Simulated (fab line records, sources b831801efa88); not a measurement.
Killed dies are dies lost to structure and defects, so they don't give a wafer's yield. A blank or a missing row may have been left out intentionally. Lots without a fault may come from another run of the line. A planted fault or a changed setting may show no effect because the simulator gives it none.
Matching of chambers | flow sky130 | SKY_VIA4_CMP_21 on cmp-02 has 4 sister chambers
The step polishes, stops on SiO2, t overpolish 25 s, target thk 0 nm. 8 wafers are shown with their chamber, then 7 later ones without.

## WAFERS WITH THEIR CHAMBER
wafer  | chamber | motor_current_A (A) | time_to_endpoint_s (s)
L560.6 | 3       | 10.3                | 114
L562.6 | 0       | 11.1                | 119
L568.3 | 1       | 12.9                | 116
L569.1 | 3       | 10.3                | 114
L569.2 | 2       | 10.3                | 113
L569.4 | 1       | 12.9                | 118
L575.1 | 2       | 10.7                | 121
L575.4 | 0       | 12.0                | 124

## WAFERS WITHOUT THEIR CHAMBER
wafer  | motor_current_A (A) | time_to_endpoint_s (s)
L575.5 | 10.2                | 115
L581.1 | 12.0                | 121
L581.3 | 10.4                | 120
L581.6 | 11.5                | 123
L582.2 | 11.2                | 123
L582.3 | 12.6                | 123
L582.4 | 10.2                | 115

## WHICH CHAMBER EACH WENT THROUGH
wafer  | from the rows above     | in truth
L575.5 | can't be placed: 3 or 2 | 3
L581.1 | can't be placed: 0 or 1 | 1
L581.3 | can't be placed: 2 or 3 | 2
L581.6 | 0                       | 0
L582.2 | can't be placed: 0 or 2 | 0
L582.3 | can't be placed: 1 or 0 | 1
L582.4 | can't be placed: 3 or 2 | 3
1 of 7 placed correctly. Can't be placed from these rows: 6 (the true chamber is among the candidates in 6). 0 placed wrongly.
How it was worked out, from the rows above alone: a wafer's distance from a chamber is the root of the sum, over the readings, of the square of ((its reading less the chamber's mean) divided by the reading's scatter). The wafer belongs to the nearest chamber; if the next one is less than 2 further off, it can't be placed. Each chamber's mean is taken over the wafers shown for it. The scatter is the square root of a quotient: the sum, over the shown wafers, of each reading's squared deviation from its chamber's mean, divided by wafers minus chambers.
